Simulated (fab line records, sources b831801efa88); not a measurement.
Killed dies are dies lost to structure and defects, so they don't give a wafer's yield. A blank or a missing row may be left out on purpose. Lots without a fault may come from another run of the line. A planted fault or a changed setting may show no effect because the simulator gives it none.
A struck lot beside a sound one | flow sky130 | 15 steps out of a route of 708
Sound: wafers L609.1, L609.3, L609.6. Struck: wafers L599.2, L599.4. (L599.6 of the same lot was not struck and is left out.) The cause comes at the end.
At each step with rows: each side's tool, then ch and its chambers, then its first start. Under that, the readings that differ: sound wafers | struck wafers | difference of the means | sigmas: that difference in standard deviations of wafers without a fault.
alike: readings whose means differ by less than 2 such deviations, and words and numbers that are the same on both sides. not compared: withheld readings, readings that some wafer has no value for, bounds like >300 that may hide the same value, and numbers for which the record gives no deviation and whose values overlap.
The two part at a step that has a row with sigmas, a row that says differs or no value, or rows on one side only. Numbers that don't overlap but have no deviation are shown without sigmas and don't part them. A reading that every wafer of one side lacks parts them only if that side has two wafers or more.

SKY_VIA3_ETCH_14: etches BARC in N2/H2, stops on SiO2, time 45.9 s, target depth 60 nm.
  sound on rie_diel-04 ch 0,3, day 44 12:39; struck on rie_diel-04 ch 0,1, day 42 19:55
  alike: drypump_motor_current_A, oes_product_au, throttle_valve_pct
  not compared: rf_hours_counter_h
SKY_VIA3_ETCH_15: etches SiO2 in C4F8/O2/Ar, stops on TiN, target depth 507 nm, time 78 s.
  sound on rie_diel-04 ch 0,3, day 44 12:42; struck on rie_diel-04 ch 0,1, day 42 19:57
  alike: oes_product_au
  not compared: rf_hours_counter_h
SKY_VIA3_STRIP_16: strips in O2/N2.
  sound on plasma_asher-03 ch 0,1, day 44 12:46; struck on plasma_asher-03 ch 1, day 42 20:01
  alike: drypump_motor_current_A, oes_product_au, strip_time_to_endpoint_s
  not compared: rf_hours_counter_h
then, 3 steps without rows for these wafers: SKY_VIA3_STRIP_17 (strips in post etch residue remover, time 1200 s); SKY_VIA3_CLEAN_18 (cleans in IPA, time 180 s); SKY_VIA3_CLEAN_19 (cleans in O3/DIW).
SKY_VIA3_SPUTTER_20: material TiN, target thk 20 nm, time 80 s.
  sound on pvd_sputter-04, day 44 13:21; struck on pvd_sputter-04, day 42 20:36
  alike: throttle_valve_pct
then, 1 step without rows for these wafers: SKY_VIA3_CVD_21 (deposits W, target thk 390 nm, time 117.31 s).
SKY_VIA3_RS_MEAS_22: measures by four-point-probe.
  sound on film_metro-03, day 44 13:32; struck on film_metro-01, day 42 20:49
  alike: VIA3_W_RS
SKY_VIA3_THK_MEAS_23: measures by xrf.
  sound on film_metro-03, day 44 13:39; struck on film_metro-01, day 42 20:55
  alike: VIA3_W_THK
then, 2 steps without rows for these wafers: SKY_VIA3_CMP_24 (polishes, stops on SiO2, t overpolish 20 s, target thk 0 nm); SKY_METAL4_SPUTTER_00 (material Ti, target thk 15 nm, time 10 s).
SKY_METAL4_SPUTTER_01: material TiN, target thk 20 nm, time 16.7 s.
  sound on pvd_sputter-02, day 44 14:02; struck on pvd_sputter-03, day 42 21:17
  reading                                    | sound             | struck      | difference | sigmas
  model.TiN_of_METAL4_SPUTTER_01.thk_nm (nm) | 20.17 20.19 20.08 | 13.91 13.82 | -6.28      |
  alike: throttle_valve_pct
SKY_METAL4_SPUTTER_02: material AlCu, target thk 735 nm, time 39.1 s.
  sound on pvd_sputter-02, day 44 14:04; struck on pvd_sputter-03, day 42 21:19
  alike: throttle_valve_pct
then, 1 step without rows for these wafers: SKY_PAD_OPEN_PROBE_99.

WHERE THEY PART
Nowhere in this record.

WHY: what the simulator had put in
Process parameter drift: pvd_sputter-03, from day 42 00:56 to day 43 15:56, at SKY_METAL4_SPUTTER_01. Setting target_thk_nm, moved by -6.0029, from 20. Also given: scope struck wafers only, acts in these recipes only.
